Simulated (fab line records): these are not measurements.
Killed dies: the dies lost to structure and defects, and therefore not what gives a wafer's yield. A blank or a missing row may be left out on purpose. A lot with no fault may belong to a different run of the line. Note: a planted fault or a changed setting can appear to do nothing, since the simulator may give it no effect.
Code-filled problem report in 8D (eight disciplines) form    flow sky130    the parts of the form that need people (team, actions taken, sign-off) are left out

## 1. PROBLEM STATEMENT
SONOS_ONO_CVD_04_THK at SKY_SONOS_ONO_THK_MEAS_05 reads a mean of 9.61 nm on 3 wafers of 1 lot; wafers without a fault read 5.78 nm with a standard deviation of 0.11. Measured from the usual mean, that is +35 standard deviations.
The first sign was on wafer L864.1 at day 15 07:11, on film metro-03. The record holds 36 wafers of 12 lots with a number at this step. The rule behind "out" and "out of limits": a value lying over 4 standard deviations away from the usual mean. The rest of the wafers with a number are treated as sound.

## 2. WHAT IT IS, AND WHAT IT ISN'T
question                     is                      is not
which readings at this step  SONOS_ONO_CVD_04_THK    -
which lots                   L864                    L853, L854, L855, L857, L858, L859, L861, L873, L874, L875, L876
which wafers of those lots   all that have a number  -
read on which gauges         film metro-03           film metro-01, film metro-04
when                         from day 15 07:11       up to then (21 sound wafers); but 12 sound wafers of L873, L874, L875, L876 came after

## 3. SUSPECTS, AND WHAT RULES EACH OUT
Counting: a tool stays on the suspect list if, at a process step up to the reading, it processed all lots that are out and no sound lot following the first of them.
- the gauge at SKY_SONOS_ONO_THK_MEAS_05: kept. All the wafers that are out were read on film metro-03, and no step on other tools shows them out.
- lpcvd-03 at SKY_SONOS_ONO_CVD_04 (deposits SiO2 from SiH4/N2O, target thk 5.7199 nm): ruled out as a lasting fault. After its first lot that is out, L864 (day 15 05:18), sound lots L873, L874, L875, L876 ran on it.
Remaining after the count: film metro-03 at SKY_SONOS_ONO_THK_MEAS_05.

## 4. THE CAUSE (what the simulator had put in)
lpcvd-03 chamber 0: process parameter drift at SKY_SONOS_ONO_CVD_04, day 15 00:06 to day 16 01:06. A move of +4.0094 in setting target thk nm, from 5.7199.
The count ruled it out by mistake, since the rule takes a fault to strike every lot its tool runs from the start of the fault on, and this one did not do so.

## 5. THE CHAIN OF EFFECTS, in route order
Each row: a reading where the mean over the struck wafers with a number is more than 3 standard deviations away from the usual. Only readings for which the record gives a usual standard deviation are gone through. hours: the time from each lot's start at the first step in this table that gives one to its start at this step, as a median over the lots. sigmas: the change in usual standard deviations.
hours  step                       reading               usual    on struck wafers  change  sigmas
0      SKY_SONOS_ONO_THK_MEAS_05  SONOS_ONO_CVD_04_THK  5.78 nm  9.61              +3.83   +35
At these later measuring or inspecting steps, every struck wafer for which the step has a row has a number for every such reading, and none has moved that far: SKY_GATE_OXIDE_THK_MEAS_02.

## 6. WHAT WOULD HAVE CAUGHT IT SOONER
In this record the first reading out of limits at a measuring or inspecting step was taken at day 15 07:11, 7 hours after the fault began at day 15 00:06.
Tool readings at SKY_SONOS_ONO_CVD_04 with a usual standard deviation given in the record: none out on any struck wafer, hence no alarm at a limit of 4 standard deviations on them.
